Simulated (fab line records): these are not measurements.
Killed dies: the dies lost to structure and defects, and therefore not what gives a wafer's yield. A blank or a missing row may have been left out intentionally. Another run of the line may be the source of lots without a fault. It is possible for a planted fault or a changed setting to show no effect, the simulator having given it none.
A lot that was struck, set against a sound lot / flow gf180mcu / 24 steps out of a route of 602
Sound: the wafers L769.1, L769.2, L769.3. Wafers L786.1, L786.3, L786.4 were the ones struck. The cause is given at the end.
Order at every step that has rows: each side's tool, ch and its chambers, its first start. Under that, the readings that differ: sound wafers / struck wafers / difference of the means / sigmas: that difference in standard deviations of wafers without a fault.
alike: readings whose means differ by less than 2 such deviations, and words and numbers that are the same on both sides. not compared: withheld readings, readings that some wafer has no value for, bounds like >300 that may hide the same value, and numbers for which the record gives no deviation and whose values overlap.
A row with sigmas, a row that says differs or no value, or rows on one side alone: a step with any of these is where the two part. Numbers that have no deviation but don't overlap get no sigmas and don't part them. A reading missing from all wafers of one side parts the sides only when that side holds two or more wafers.

GF_HV_LDD_STRIP_49: strips in O2/N2.
  sound on plasmaAsher-04 ch 0,1, day 12 14:12; struck on plasmaAsher-02 ch 0,1, day 18 13:07
  alike: drypumpMotorCurrentA, heaterPowerW, oesProductAu, stripTimeToEndpointS
  not compared: rfHoursCounterH
GF_HV_LDD_TW_MEAS_50:
  sound on filmMetro-03 at day 12 14:18; struck on filmMetro-03 at day 18 13:13
  alike: HV_LDD_4_TW
then, 1 step without rows for these wafers: GF_HV_LDD_CLEAN_51 (cleans in SC1/SC2, time 152 s).
GF_HV_LDD_RTA_52: time 10 s.
  sound on rtpAnneal-01 ch 0, day 12 14:25; struck on rtpAnneal-01 ch 0, day 18 13:19
  alike: lampPowerPct, wafer_temp_C_max
GF_HV_LDD_RS_MEAS_53: measures by four-point-probe.
  sound on filmMetro-01 at day 12 14:29; struck on filmMetro-03 at day 18 13:23
  alike: HV_LDD_RS
then, 1 step without rows for these wafers: GF_HV_LDD_CVD_54 (deposits SiO2 from TEOS, target thk 10 nm, time 75 s).
GF_HV_LDD_THK_MEAS_55:
  sound on filmMetro-01 at day 12 15:38; struck on filmMetro-03 at day 18 14:32
  alike: HV_LDD_CVD_54_THK
then, 1 step without rows for these wafers: GF_HV_LDD_CVD_56 (deposits Si3N4 from DCS/NH3, target thk 90 nm, time 1543 s).
GF_HV_LDD_THK_MEAS_57:
  sound on filmMetro-03 at day 12 17:07; struck on filmMetro-01 at day 18 16:01
  alike: HV_LDD_CVD_56_THK
GF_HV_LDD_ETCHBACK_58: etches Si3N4 in CH3F/O2, stops on SiO2, time 100 s, target depth 90 nm.
  sound on rieDiel-02 ch 0,1,3, day 12 17:11; struck on rieDiel-01 ch 1,2,3, day 18 16:05
  alike: drypumpMotorCurrentA, oesProductAu, throttleValvePct
  not compared: rfHoursCounterH
then, 2 steps without rows for these wafers: GF_NSD_DEHYDRATE_00 (time 60 s); GF_NSD_HMDS_01 (prime time 60 s).
GF_NSD_COAT_02: resist thk 1000 nm.
  sound on lithoTrack-04 ch 0, day 13 02:19; struck on lithoTrack-04 ch 0, day 19 03:45
reading=spinSpeedRpm (rpm); sound=2999.3 3000.7 3001.9; struck=2572.8 2569.4 2573.9; difference=-428.6; sigmas=-99 or more
reading=model.NOVOLAK_of_NSD_COAT_02.thkNm (nm); sound=1005 1002 1001; struck=1085 1088 1083; difference=+83; sigmas=
  alike: resistLineTempC
then, 3 steps without rows for these wafers: GF_NSD_SOFTBAKE_03 (time 60 s); GF_NSD_EXPOSE_04 (exposes mask Nplus, target cd 400 nm); GF_NSD_PEB_05.
GF_NSD_DEVELOP_06: develop time 60 s.
  sound on lithoTrack-03 ch 0, day 13 12:06; struck on lithoTrack-03 ch 0, day 19 16:15
reading=model.NOVOLAK_of_NSD_COAT_02.thkNm (nm); sound=1004 1002 1001; struck=1085 1088 1083; difference=+83; sigmas=
  alike: resistLineTempC
GF_NSD_CD_MEAS_07: the cd target is 400 nm.
  sound on cdSem-02 at day 13 12:15; struck on cdSem-01 at day 19 16:24
reading=cdNm (nm); sound=400.6 396.6 399.7; struck=394.4 393.1 394.1; difference=-5.1; sigmas=-2
GF_NSD_OVL_MEAS_08:
  sound on overlay-01 at day 13 12:22; struck on overlay-02 at day 19 16:31
  alike: NSD_OVL
then, 2 steps without rows for these wafers: GF_NSD_IMPLANT_09; GF_NSD_IMPLANT_10.
GF_NSD_STRIP_11: strips in O2/N2.
  sound on plasmaAsher-01 ch 0,1, day 13 12:43; struck on plasmaAsher-03 ch 0,1, day 19 16:52
reading=stripTimeToEndpointS (s); sound=23.02 22.97 22.97; struck=23.93 23.96 23.91; difference=+0.95; sigmas=+25
  alike: drypumpMotorCurrentA, heaterPowerW, oesProductAu
  not compared: rfHoursCounterH
GF_NSD_TW_MEAS_12:
  sound on filmMetro-02 at day 13 12:49; struck on filmMetro-02 at day 19 16:58
  alike: NSD_TW
-- the record jumps here: 14 days lie between the struck wafers' starts before and after (it left off in module NSD and takes up again in module PASSIVATION, whose first step shown is number 602 of the route) --
GF_PASSIVATION_PROBE_99:
  only the struck wafers here have rows in the record (prober-01, day 33 23:50); the sound ones have none

== WHERE THEY PART ==
First at GF_NSD_COAT_02; last, within this record, at GF_PASSIVATION_PROBE_99.

WHY: the cause the simulator had injected
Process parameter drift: lithoTrack-04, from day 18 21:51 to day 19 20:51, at GF_NSD_COAT_02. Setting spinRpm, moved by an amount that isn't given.
